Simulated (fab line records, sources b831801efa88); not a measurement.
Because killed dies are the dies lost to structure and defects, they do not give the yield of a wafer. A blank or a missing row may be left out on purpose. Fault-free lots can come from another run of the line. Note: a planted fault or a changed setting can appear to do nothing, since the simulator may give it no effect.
fab line records	flow gf180mcu
[record] lots = 5	wafers = 23
route steps=602 shown SAB@275 SALICIDE@281 CONTACT@291 M1@318 V1@335 M2@364 V2@386
start-h: start of the lot's first displayed wafer, in hours after the record's first day	wait-h: time in hours since the lot's previous step	" unchanged from the row above	L1.1+2: one row covering several wafers at once	- no value, or no start given	* or withheld: withheld	< > ~ a bound
route shown NAME@n: NAME is a module with steps in the file, n the number in the route of the first one	usual: the fault-free wafers' mean and standard deviation	same: alike in all rows	chamber/n: place in a boat	sites: per-site readings	_std_site: how widely they spread, as a standard deviation	_edge_site: inner sites' mean taken away from outer sites' mean	radius-mm: how far each site lies from the wafer's centre	mask NAME#n: copy n	behind: the tool/chamber that last shaped the wafer	hold: what put the lot on hold/how long, in hours/how the hold closed	device: names the non-switching transistor (n, p or np)	end of line: tests of these same wafers at the route's end	a step with no rows: only its recipe	killed: count of dies lost to structure and defects at first sort (not the wafer's yield)	map: a wafer's dies, x killed, . not, _ none there
set.NAME: the run value of the setting; set.NAME@STEP: its run value at that earlier step	model.NAME: the simulator's own value behind a step, which no gauge read
lots whose settings were changed on purpose; a table a step, a row a wafer
[[steps]]
[step GF_SAB_ETCH_11]
[recipe] chemistry = C4F8/O2/Ar	mask-material = NOVOLAK	target = SiO2	target-depth-nm = 55	source-w = 1500	bias-w = 1200	pressure-mtorr = 40	c4f8-flow-sccm = withheld	O2_flow_sccm = 6	Ar_flow_sccm = 300	time-s = 8.5
lot.wafer	tool	chamber	start-h	wait-h	set.time-s	model.SAB.feature-depth-nm
L074.2	rie-diel-03	1	337.63	0.0	7.918	51.27
L074.3	"	0	"	"	7.918	51.17
L074.4	"	2	"	"	8.5	54.51
L074.5	"	2	"	"	7.918	51.1
L074.6	"	1	"	"	8.5	55.34
L078.1	rie-diel-04	1	371.75	0.0	8.839	56.71
L078.2	"	0	"	"	8.839	57.82
L078.4	"	2	"	"	8.5	55.21
L078.5	"	1	"	"	8.839	56.4
L078.6	"	2	"	"	8.5	55.7
L082.2	rie-diel-03	1	403.99	0.0	8.5	53.84
L082.3	"	3	"	"	8.5	54.02
L082.4	"	0	"	"	8.5	54.97
L084.1	rie-diel-04	2	431.48	0.0	7.965	52.2
L084.2	"	3	"	"	7.965	51.34
L084.3	"	1	"	"	8.5	55.26
L084.4	"	0	"	"	8.5	55.84
L084.6	"	2	"	"	8.5	55.37
L085.1	rie-diel-02	3	444.28	0.0	9.053	58.18
L085.3	"	2	"	"	9.053	58.14
L085.4	"	2	"	"	9.053	57.73
L085.5	"	3	"	"	8.5	54.91
L085.6	"	1	"	"	8.5	54.02
[step GF_SALICIDE_SPUTTER_03]
[recipe] material = TiN	target-thk-nm = 20	power-w = 6500	time-s = 16.7	chamber-pressure-pa = 0.4
lot.wafer	tool	chamber	start-h	wait-h	set.time-s	model.TiN_of_SALICIDE_SPUTTER_03.thk-nm
L074.2	pvd-sputter-01	-	338.01	0.0	16.7	20.32
L074.3	"	-	"	"	16.7	20.27
L074.4	"	-	"	"	16.7	20.2
L074.5	"	-	"	"	16.7	20.16
L074.6	"	-	"	"	16.7	20.3
L078.1	pvd-sputter-03	-	372.13	0.0	14.47	17.3
L078.2	"	-	"	"	16.7	19.91
L078.4	"	-	"	"	14.47	17.31
L078.5	"	-	"	"	14.47	17.11
L078.6	"	-	"	"	16.7	19.99
L082.2	pvd-sputter-04	-	404.37	0.0	16.7	19.85
L082.3	"	-	"	"	16.7	19.95
L082.4	"	-	"	"	16.7	19.86
L084.1	pvd-sputter-01	-	431.84	0.0	16.7	20.47
L084.2	"	-	"	"	19.08	23.33
L084.3	"	-	"	"	16.7	20.16
L084.4	"	-	"	"	19.08	23.17
L084.6	"	-	"	"	19.08	23.16
L085.1+4	pvd-sputter-04	-	444.64	0.0	16.7	20.18
L085.3	"	-	"	"	16.7	20.05
L085.5	"	-	"	"	16.7	20.02
L085.6	"	-	"	"	16.7	20.13
[step GF_SALICIDE_RS_MEAS_04]
[recipe] thk-meas-gauge = four-point-probe	reads = TiN_of_SALICIDE_SPUTTER_03+Co_of_SALICIDE_SPUTTER_02
[usual] SALICIDE_TIN_RS = 16.3/0.33
lot.wafer	tool	chamber	start-h	wait-h	set.time-s@SALICIDE_SPUTTER_03	SALICIDE_TIN_RS[ohm/sq]
L074.2	film-metro-01	-	338.05	0.0	16.7	16.5
L074.3	"	-	"	"	16.7	16.4
L074.4	"	-	"	"	16.7	16.1
L074.5	"	-	"	"	16.7	16.4
L074.6	"	-	"	"	16.7	16.4
L078.1	film-metro-01	-	372.15	0.0	14.47	16.8
L078.2	"	-	"	"	16.7	16.1
L078.4	"	-	"	"	14.47	16.8
L078.5	"	-	"	"	14.47	16.8
L078.6	"	-	"	"	16.7	16.1
L082.2	film-metro-04	-	404.42	0.0	16.7	16.6
L082.3	"	-	"	"	16.7	16.4
L082.4	"	-	"	"	16.7	16.6
L084.1	film-metro-04	-	431.87	0.0	16.7	15.8
L084.2	"	-	"	"	19.08	15.1
L084.3	"	-	"	"	16.7	16.1
L084.4	"	-	"	"	19.08	15.1
L084.6	"	-	"	"	19.08	15.2
L085.1	film-metro-04	-	444.67	0.0	16.7	16.6
L085.3	"	-	"	"	16.7	16.6
L085.4	"	-	"	"	16.7	16.6
L085.5	"	-	"	"	16.7	16.6
L085.6	"	-	"	"	16.7	16.5
[step GF_SALICIDE_THK_MEAS_05]
[recipe] thk-meas-gauge = xrf	reads = TiN_of_SALICIDE_SPUTTER_03
[usual] SALICIDE_TIN_THK = 20.31/0.25
lot.wafer	tool	chamber	start-h	wait-h	set.time-s@SALICIDE_SPUTTER_03	SALICIDE_TIN_THK[nm]
L074.2	film-metro-01	-	338.16	0.1	16.7	20.64
L074.3	"	-	"	"	16.7	20.50
L074.4	"	-	"	"	16.7	20.46
L074.5	"	-	"	"	16.7	20.44
L074.6	"	-	"	"	16.7	20.50
L078.1	film-metro-01	-	372.27	0.1	14.47	17.44
L078.2	"	-	"	"	16.7	20.00
L078.4	"	-	"	"	14.47	17.44
L078.5	"	-	"	"	14.47	17.23
L078.6	"	-	"	"	16.7	20.16
L082.2	film-metro-04	-	404.53	0.1	16.7	20.11
L082.3	"	-	"	"	16.7	20.14
L082.4	"	-	"	"	16.7	20.10
L084.1	film-metro-04	-	431.99	0.1	16.7	20.69
L084.2	"	-	"	"	19.08	23.65
L084.3	"	-	"	"	16.7	20.58
L084.4	"	-	"	"	19.08	23.57
L084.6	"	-	"	"	19.08	23.49
L085.1	film-metro-04	-	444.79	0.1	16.7	20.56
L085.3	"	-	"	"	16.7	20.34
L085.4	"	-	"	"	16.7	20.56
L085.5	"	-	"	"	16.7	20.33
L085.6	"	-	"	"	16.7	20.38
[step GF_CONTACT_CMP_04]
[recipe] material = SiO2	down-force-psi = 4	platen-rpm = 60	pad-velocity-m-s = 0.94248
lot.wafer	tool	chamber	start-h	wait-h	set.leave-above-ref-nm	model.SiO2_of_CONTACT_CVD_02.thk-nm
L074.3	cmp-02	2	338.79	0.1	560	559.4
L074.4	"	3	"	"	518.7	520.1
L074.2	"	0	"	"	518.7	518.7
L074.6	"	1	"	"	518.7	519
L074.5	"	2	"	"	560	560.3
L078.4	cmp-02	1	372.87	0.0	560	560
L078.2	"	3	"	"	560	561.3
L078.1	"	0	"	"	560	560.8
L078.6+5	"	1,2	"	"	560	560.2
L082.2	cmp-01	1	405.11	0.0	560	558.9
L082.4	"	2	"	"	560	560.2
L082.3	"	0	"	"	560	559.7
L084.2	cmp-01	2	432.57	0.0	560	559.7
L084.1	"	3	"	"	575.1	575.1
L084.4	"	0	"	"	560	558.3
L084.3	"	1	"	"	560	559.4
L084.6	"	3	"	"	575.1	576.1
L085.4	cmp-02	2	445.38	0.0	560	560.3
L085.1	"	0	"	"	528.5	528.1
L085.3	"	1	"	"	560	560.8
L085.5	"	2	"	"	528.5	528.8
L085.6	"	3	"	"	528.5	530.7
[step GF_CONTACT_DEVELOP_13]
[recipe] develop-time-s = 60	resist = KrF	dev-temp-c = 21
lot.wafer	tool	chamber	start-h	wait-h	set.dev-temp-c
L074.2+3+4+5+6	litho-track-03	0	360.61	0.2	21
L078.1+5	litho-track-02	0	395.35	0.2	21
L078.2+4+6	"	0	"	"	17.39
L082.2+3+4	litho-track-04	0	428.90	0.2	21
L084.1+2+4	litho-track-04	0	457.07	0.2	21
L084.3+6	"	0	"	"	18.25
L085.1+3	litho-track-03	0	469.93	0.2	18.81
L085.4+5+6	"	0	"	"	21
[step GF_CONTACT_ETCH_16]
[recipe] chemistry = N2/H2	target-depth-a = withheld	overetch-a = withheld	time-s = withheld	target = BARC	ion-energy-ev = 200	source-w = 500	bias-w = 100	pressure-mtorr = 30	n2-flow-sccm = 100	h2-flow-sccm = 200
[step GF_CONTACT_ETCH_17]
[recipe] chemistry = C4F8/O2/Ar	mask-material = KrF	target = SiO2	stop-on = CoSi2	source-w = 1500	bias-w = 1200	pressure-mtorr = 40	c4f8-flow-sccm = withheld	O2_flow_sccm = 6	Ar_flow_sccm = 300	time-s = withheld	target-depth-a = 8600
[usual] oes-product-au = 0.816/0.0044
lot.wafer	tool	chamber	start-h	wait-h	set.leave-above-ref-nm@CONTACT_CMP_04	oes-product-au	model.CONTACT.feature-depth-nm
L074.2	rie-diel-03	2	-	-	518.7	0.800	824.3
L074.3	"	2	"	"	560	0.817	863
L074.4	"	0	"	"	518.7	0.797	822
L074.5	"	2	"	"	560	0.825	867
L074.6	"	0	"	"	518.7	0.799	822.5
L078.1	rie-diel-01	2	-	-	560	0.816	859.1
L078.2	"	0	"	"	560	0.816	862
L078.4	"	0	"	"	560	0.817	862.9
L078.5	"	3	"	"	560	0.815	861.8
L078.6	"	2	"	"	560	0.817	858.1
L082.2	rie-diel-04	0	-	-	560	0.814	860.1
L082.3	"	2	"	"	560	0.811	862.8
L082.4	"	1	"	"	560	0.814	858.2
L084.1	rie-diel-04	1	-	-	575.1	0.821	873.9
L084.2	"	0	"	"	560	0.823	861.5
L084.3	"	2	"	"	560	0.817	857.8
L084.4	"	1	"	"	560	0.809	858.9
L084.6	"	2	"	"	575.1	0.824	876.5
L085.1	rie-diel-04	1	-	-	528.5	0.800	827.3
L085.3	"	0	"	"	560	0.809	861.2
L085.4	"	0	"	"	560	0.811	860.4
L085.5	"	1	"	"	528.5	0.797	828.8
L085.6	"	2	"	"	528.5	0.804	833.4
[step GF_M1_SPUTTER_03]
[recipe] material = Ti	target-thk-nm = 10	substrate-temp-c = 300	chamber-pressure-pa = 0.3	power-w = 3000	time-s = 6.7
lot.wafer	tool	chamber	start-h	wait-h	set.time-s	model.Ti_of_M1_SPUTTER_03.thk-nm
L074.2	pvd-sputter-01	-	362.38	0.0	6.7	9.995
L074.3	"	-	"	"	6.7	10.13
L074.4	"	-	"	"	7.078	10.54
L074.5	"	-	"	"	7.078	10.58
L074.6	"	-	"	"	6.7	10.04
L078.1	pvd-sputter-04	-	396.97	0.0	6.7	9.99
L078.2	"	-	"	"	6.293	9.412
L078.4	"	-	"	"	6.293	9.24
L078.5	"	-	"	"	6.293	9.41
L078.6	"	-	"	"	6.7	9.646
L082.2	pvd-sputter-01	-	430.48	0.0	6.7	10.09
L082.3	"	-	"	"	6.7	10.25
L082.4	"	-	"	"	6.7	10.21
L084.1	pvd-sputter-02	-	458.68	0.0	6.7	10.21
L084.2	"	-	"	"	5.995	9.321
L084.3	"	-	"	"	6.7	10.28
L084.4	"	-	"	"	5.995	9.214
L084.6	"	-	"	"	6.7	10.27
L085.1	pvd-sputter-01	-	471.59	0.0	6.242	9.255
L085.3	"	-	"	"	6.7	9.851
L085.4	"	-	"	"	6.242	9.254
L085.5	"	-	"	"	6.242	9.253
L085.6	"	-	"	"	6.7	9.904
[step GF_V1_CVD_00]
[recipe] material = SiO2	target-thk-nm = 600	sigma-open-frac = 0.3	temp-c = 400	time-s = 100	sih4-flow-sccm = 60	pressure-mtorr = 6
lot.wafer	tool	chamber	start-h	wait-h	set.sih4-flow-sccm	model.SiO2_of_V1_CVD_00.thk-nm
L074.2	hdpcvd-02	1	384.54	0.0	60	592.7
L074.3	"	2	"	"	60	604.3
L074.4	"	1	"	"	60	595.2
L074.5	"	2	"	"	60	601.3
L074.6	"	0	"	"	60	594.2
L078.1	hdpcvd-02	1	421.44	0.0	68.9	692.3
L078.2	"	2	"	"	60	599.1
L078.4	"	2	"	"	68.9	689.2
L078.5	"	0	"	"	68.9	690.7
L078.6	"	1	"	"	60	598.8
L082.2	hdpcvd-02	0	455.35	0.0	60	595.3
L082.3	"	2	"	"	60	601.3
L082.4	"	1	"	"	60	597.7
L084.1	hdpcvd-01	1	484.25	0.0	60	606.3
L084.2	"	2	"	"	60	606.7
L084.3	"	1	"	"	64.95	659.3
L084.4	"	2	"	"	64.95	652.1
L084.6	"	1	"	"	60	614.7
L085.1	hdpcvd-02	2	496.40	0.0	55.84	560.4
L085.3	"	0	"	"	60	595.1
L085.4	"	2	"	"	60	594.5
L085.5	"	0	"	"	55.84	552.2
L085.6	"	1	"	"	55.84	553.9
[step GF_V1_THK_MEAS_01]
[recipe] reads = SiO2_of_V1_CVD_00
[usual] V1_CVD_00_THK = 599/6.5
lot.wafer	tool	chamber	start-h	wait-h	set.sih4-flow-sccm@V1_CVD_00	V1_CVD_00_THK[nm]
L074.2	film-metro-04	-	384.62	0.0	60	593
L074.3	"	-	"	"	60	604
L074.4	"	-	"	"	60	595
L074.5	"	-	"	"	60	602
L074.6	"	-	"	"	60	594
L078.1	film-metro-02	-	421.51	0.0	68.9	692
L078.2	"	-	"	"	60	599
L078.4	"	-	"	"	68.9	689
L078.5	"	-	"	"	68.9	691
L078.6	"	-	"	"	60	599
L082.2	film-metro-02	-	455.44	0.0	60	596
L082.3	"	-	"	"	60	601
L082.4	"	-	"	"	60	597
L084.1	film-metro-02	-	484.36	0.1	60	606
L084.2	"	-	"	"	60	607
L084.3	"	-	"	"	64.95	660
L084.4	"	-	"	"	64.95	652
L084.6	"	-	"	"	60	614
L085.1	film-metro-04	-	496.47	0.0	55.84	560
L085.3	"	-	"	"	60	595
L085.4	"	-	"	"	60	594
L085.5	"	-	"	"	55.84	552
L085.6	"	-	"	"	55.84	554
[step GF_M2_SPUTTER_02]
[recipe] material = AlCu	target-thk-nm = 450	power-w = 10600	time-s = 23.9	chamber-pressure-pa = 0.4
lot.wafer	tool	chamber	start-h	wait-h	set.chamber-pressure-pa	model.AlCu_of_M2_SPUTTER_02.thk-nm
L074.2	pvd-sputter-01	-	410.96	0.0	0.4	441.8
L074.3	"	-	"	"	0.4	441.4
L074.4	"	-	"	"	0.4	443
L074.5	"	-	"	"	0.4	439.6
L074.6	"	-	"	"	0.4	441.1
L078.1	pvd-sputter-01	-	448.21	0.0	0.4539	437.8
L078.2	"	-	"	"	0.4539	438
L078.4	"	-	"	"	0.4539	436
L078.5	"	-	"	"	0.4539	436.2
L078.6	"	-	"	"	0.4539	433.7
L082.2	pvd-sputter-01	-	481.23	0.0	0.4	440.5
L082.3	"	-	"	"	0.4	441.7
L082.4	"	-	"	"	0.4	442.5
L084.1	pvd-sputter-04	-	509.96	0.0	0.3778	455.4
L084.2	"	-	"	"	0.3778	458.2
L084.3	"	-	"	"	0.3778	455.3
L084.4	"	-	"	"	0.3778	463.3
L084.6	"	-	"	"	0.3778	454.1
L085.1	pvd-sputter-03	-	522.11	0.0	0.3617	456
L085.3	"	-	"	"	0.3617	459.3
L085.4	"	-	"	"	0.3617	454.3
L085.5	"	-	"	"	0.3617	462.1
L085.6	"	-	"	"	0.3617	454.6
[step GF_V2_CMP_04]
[recipe] material = SiO2	down-force-psi = 4	platen-rpm = 60	pad-velocity-m-s = 0.94248
lot.wafer	tool	chamber	start-h	wait-h	set.leave-above-ref-nm	model.SiO2_of_V2_CVD_02.thk-nm
L074.3	cmp-01	0	435.03	0.0	598.9	599.3
L074.4	"	2	"	"	598.9	598.6
L074.2	"	3	"	"	598.9	599.7
L074.6	"	0	"	"	632.5	633.5
L074.5	"	1	"	"	632.5	632.9
L078.1+2	cmp-01	3,0	473.51	0.1	657.4	656.7
L078.4	"	1	"	"	632.5	631.7
L078.6	"	3	"	"	657.4	656.8
L078.5	"	0	"	"	632.5	632.4
L082.2	cmp-01	0	505.90	0.0	632.5	633.8
L082.4	"	1	"	"	632.5	634.5
L082.3	"	3	"	"	632.5	634.8
L084.1	cmp-02	2	534.08	0.1	632.5	631.5
L084.3+6	"	3	"	"	632.5	632.9
L084.4	"	0	"	"	632.5	633.8
L084.2	"	1	"	"	632.5	633.6
L085.3	cmp-01	1	545.52	0.0	632.5	631.3
L085.1	"	2	"	"	620.1	620.6
L085.4	"	0	"	"	632.5	632.2
L085.5	"	1	"	"	620.1	618.8
L085.6	"	2	"	"	632.5	632
[step GF_V2_ETCH_16]
[recipe] chemistry = N2/H2	target-depth-a = withheld	overetch-a = withheld	time-s = withheld	target = BARC	ion-energy-ev = 200	source-w = 500	bias-w = 100	pressure-mtorr = 30	n2-flow-sccm = 100	h2-flow-sccm = 200
lot.wafer	tool	chamber	start-h	wait-h	set.ion-energy-ev
L074.2+3+6	rie-diel-01	0,3,0	460.51	0.0	185.1
L074.4+5	"	2,3	"	"	200
L078.1+2	rie-diel-01	3,0	497.96	0.0	218.4
L078.4+5+6	"	2,1,2	"	"	200
L082.2+3+4	rie-diel-01	0,3,2	529.52	0.0	200
L084.1+2+4	rie-diel-03	0,1,1	556.54	0.0	200
L084.3+6	"	2	"	"	189.2
L085.1+3+4+5+6	rie-diel-01	2,3,0,0,3	568.30	0.0	200
[step GF_V2_ETCH_17]
[recipe] chemistry = C4F8/O2/Ar	mask-material = KrF	target = SiO2	stop-on = TiN	source-w = 1500	bias-w = 1200	pressure-mtorr = 40	c4f8-flow-sccm = withheld	O2_flow_sccm = 6	Ar_flow_sccm = 300	time-s = withheld	target-depth-a = 6300
[usual] oes-product-au = 0.856/0.0046
lot.wafer	tool	chamber	start-h	wait-h	set.leave-above-ref-nm@V2_CMP_04	oes-product-au	model.V2.feature-depth-nm
L074.2	rie-diel-01	0	-	-	598.9	0.836	599.7
L074.3	"	3	"	"	598.9	0.831	599.3
L074.4	"	2	"	"	598.9	0.825	598.6
L074.5	"	3	"	"	632.5	0.859	632.9
L074.6	"	0	"	"	632.5	0.851	633.5
L078.1	rie-diel-01	3	-	-	657.4	0.871	656.7
L078.2	"	0	"	"	657.4	0.879	656.7
L078.4	"	2	"	"	632.5	0.854	631.7
L078.5	"	1	"	"	632.5	0.854	632.4
L078.6	"	2	"	"	657.4	0.879	656.8
L082.2	rie-diel-01	0	-	-	632.5	0.859	633.8
L082.3	"	3	"	"	632.5	0.852	634.8
L082.4	"	2	"	"	632.5	0.857	634.5
L084.1	rie-diel-03	0	-	-	632.5	0.845	631.5
L084.2	"	1	"	"	632.5	0.856	633.6
L084.3	"	2	"	"	632.5	0.859	632.9
L084.4	"	1	"	"	632.5	0.847	633.8
L084.6	"	2	"	"	632.5	0.850	632.9
L085.1	rie-diel-01	2	-	-	620.1	0.845	620.6
L085.3	"	3	"	"	632.5	0.857	631.3
L085.4	"	0	"	"	632.5	0.858	632.2
L085.5	"	0	"	"	620.1	0.843	618.8
L085.6	"	3	"	"	632.5	0.852	632
[step GF_V2_CVD_23]
[recipe] material = W	target-thk-nm = 350	time-s = 104.94	temp-c = 400	pressure-torr = 40
lot.wafer	tool	chamber	start-h	wait-h	set.temp-c	model.W_of_V2_CVD_23.thk-nm
L074.2	cvd-w-01	1	461.27	0.0	400	346.7
L074.3	"	1	"	"	392.8	304.2
L074.4	"	0	"	"	400	349.3
L074.5	"	1	"	"	400	350.2
L074.6	"	0	"	"	392.8	310.5
L078.1	cvd-w-02	1	498.72	0.0	400	342.4
L078.2	"	0	"	"	409.3	409.1
L078.4	"	0	"	"	409.3	409.3
L078.5	"	0	"	"	400	344
L078.6	"	1	"	"	409.3	404.3
L082.2	cvd-w-02	0	530.29	0.0	400	342.4
L082.3	"	0	"	"	400	346.4
L082.4	"	1	"	"	400	343.7
L084.1	cvd-w-02	1	557.37	0.0	410.8	422.6
L084.2	"	0	"	"	400	352.8
L084.3	"	1	"	"	400	347.1
L084.4	"	0	"	"	410.8	418.9
L084.6	"	1	"	"	410.8	422.7
L085.1	cvd-w-02	0	569.07	0.0	400	345.4
L085.3	"	0	"	"	404.8	377.2
L085.4	"	1	"	"	404.8	371.5
L085.5	"	0	"	"	400	348.1
L085.6	"	1	"	"	400	342.3
[step GF_V2_RS_MEAS_24]
[recipe] thk-meas-gauge = four-point-probe	reads = W_of_V2_CVD_23+TiN_of_V2_SPUTTER_22+Ti_of_V2_SPUTTER_21
[usual] V2_W_RS = 0.3295/0.003
lot.wafer	tool	chamber	start-h	wait-h	set.temp-c@V2_CVD_23	V2_W_RS[ohm/sq]
L074.2	film-metro-02	-	461.41	0.1	400	0.3304
L074.3	"	-	"	"	392.8	0.3762
L074.4	"	-	"	"	400	0.3283
L074.5	"	-	"	"	400	0.3274
L074.6	"	-	"	"	392.8	0.3691
L078.1	film-metro-01	-	498.83	0.1	400	0.3349
L078.2	"	-	"	"	409.3	0.2794
L078.4	"	-	"	"	409.3	0.2788
L078.5	"	-	"	"	400	0.3321
L078.6	"	-	"	"	409.3	0.2830
L082.2	film-metro-03	-	530.42	0.1	400	0.3336
L082.3	"	-	"	"	400	0.3298
L082.4	"	-	"	"	400	0.3330
L084.1	film-metro-02	-	557.48	0.1	410.8	0.2703
L084.2	"	-	"	"	400	0.3245
L084.3	"	-	"	"	400	0.3298
L084.4	"	-	"	"	410.8	0.2726
L084.6	"	-	"	"	410.8	0.2702
L085.1	film-metro-01	-	569.18	0.1	400	0.3318
L085.3	"	-	"	"	404.8	0.3029
L085.4	"	-	"	"	404.8	0.3084
L085.5	"	-	"	"	400	0.3292
L085.6	"	-	"	"	400	0.3342
[step GF_V2_THK_MEAS_25]
[recipe] thk-meas-gauge = xrf	reads = W_of_V2_CVD_23
[usual] V2_W_THK = 352/5.1
lot.wafer	tool	chamber	start-h	wait-h	set.temp-c@V2_CVD_23	V2_W_THK[nm]
L074.2	film-metro-02	-	461.52	0.1	400	355
L074.3	"	-	"	"	392.8	311
L074.4	"	-	"	"	400	356
L074.5	"	-	"	"	400	356
L074.6	"	-	"	"	392.8	315
L078.1	film-metro-01	-	498.95	0.1	400	344
L078.2	"	-	"	"	409.3	411
L078.4	"	-	"	"	409.3	412
L078.5	"	-	"	"	400	345
L078.6	"	-	"	"	409.3	403
L082.2	film-metro-03	-	530.53	0.1	400	348
L082.3	"	-	"	"	400	351
L082.4	"	-	"	"	400	346
L084.1	film-metro-02	-	557.60	0.1	410.8	439
L084.2	"	-	"	"	400	365
L084.3	"	-	"	"	400	358
L084.4	"	-	"	"	410.8	435
L084.6	"	-	"	"	410.8	439
L085.1	film-metro-01	-	569.30	0.1	400	345
L085.3	"	-	"	"	404.8	378
L085.4	"	-	"	"	404.8	374
L085.5	"	-	"	"	400	347
L085.6	"	-	"	"	400	343
[[key]]
[split] step = GF_SAB_ETCH_11	setting = time-s	stated = 8.5	by = wafer
[response] step = GF_SAB_ETCH_11	reading = model.SAB.feature-depth-nm	change = +0.54	per = 1%	r = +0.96
[split] step = GF_SALICIDE_SPUTTER_03	setting = time-s	stated = 16.7	by = wafer
[response] step = GF_SALICIDE_SPUTTER_03	reading = model.TiN_of_SALICIDE_SPUTTER_03.thk-nm	change = +0.204	per = 1%	r = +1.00
[response] step = GF_SALICIDE_RS_MEAS_04	reading = SALICIDE_TIN_RS	change = -0.0571	per = 1%	r = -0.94
[response] step = GF_SALICIDE_THK_MEAS_05	reading = SALICIDE_TIN_THK	change = +0.205	per = 1%	r = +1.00
[split] step = GF_CONTACT_CMP_04	setting = leave-above-ref-nm	stated = 560	by = wafer
[response] step = GF_CONTACT_CMP_04	reading = model.SiO2_of_CONTACT_CVD_02.thk-nm	change = +5.57	per = 1%	r = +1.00
[response] step = GF_CONTACT_ETCH_17	reading = oes-product-au	change = +0.00253	per = 1%	r = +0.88
[response] step = GF_CONTACT_ETCH_17	reading = model.CONTACT.feature-depth-nm	change = +5.65	per = 1%	r = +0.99
[split] step = GF_CONTACT_DEVELOP_13	setting = dev-temp-c	stated = 21	by = wafer
response none clear
[split] step = GF_M1_SPUTTER_03	setting = time-s	stated = 6.7	by = wafer
[response] step = GF_M1_SPUTTER_03	reading = model.Ti_of_M1_SPUTTER_03.thk-nm	change = +0.0897	per = 1%	r = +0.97
[split] step = GF_V1_CVD_00	setting = sih4-flow-sccm	stated = 60	by = wafer
[response] step = GF_V1_CVD_00	reading = model.SiO2_of_V1_CVD_00.thk-nm	change = +6	per = 1%	r = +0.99
[response] step = GF_V1_THK_MEAS_01	reading = V1_CVD_00_THK	change = +5.99	per = 1%	r = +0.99
[split] step = GF_M2_SPUTTER_02	setting = chamber-pressure-pa	stated = 0.4	by = lot
[response] step = GF_M2_SPUTTER_02	reading = model.AlCu_of_M2_SPUTTER_02.thk-nm	change = -0.983	per = 1%	r = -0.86
[split] step = GF_V2_CMP_04	setting = leave-above-ref-nm	stated = 632.5	by = wafer
[response] step = GF_V2_CMP_04	reading = model.SiO2_of_V2_CVD_02.thk-nm	change = +6.34	per = 1%	r = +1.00
[response] step = GF_V2_ETCH_17	reading = oes-product-au	change = +0.00499	per = 1%	r = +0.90
[response] step = GF_V2_ETCH_17	reading = model.V2.feature-depth-nm	change = +6.34	per = 1%	r = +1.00
[split] step = GF_V2_ETCH_16	setting = ion-energy-ev	stated = 200	by = wafer
response none clear
[split] step = GF_V2_CVD_23	setting = temp-c	stated = 400	by = wafer
[response] step = GF_V2_CVD_23	reading = model.W_of_V2_CVD_23.thk-nm	change = +26	per = 1%	r = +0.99
[response] step = GF_V2_RS_MEAS_24	reading = V2_W_RS	change = -0.0222	per = 1%	r = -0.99
[response] step = GF_V2_THK_MEAS_25	reading = V2_W_THK	change = +27.1	per = 1%	r = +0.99
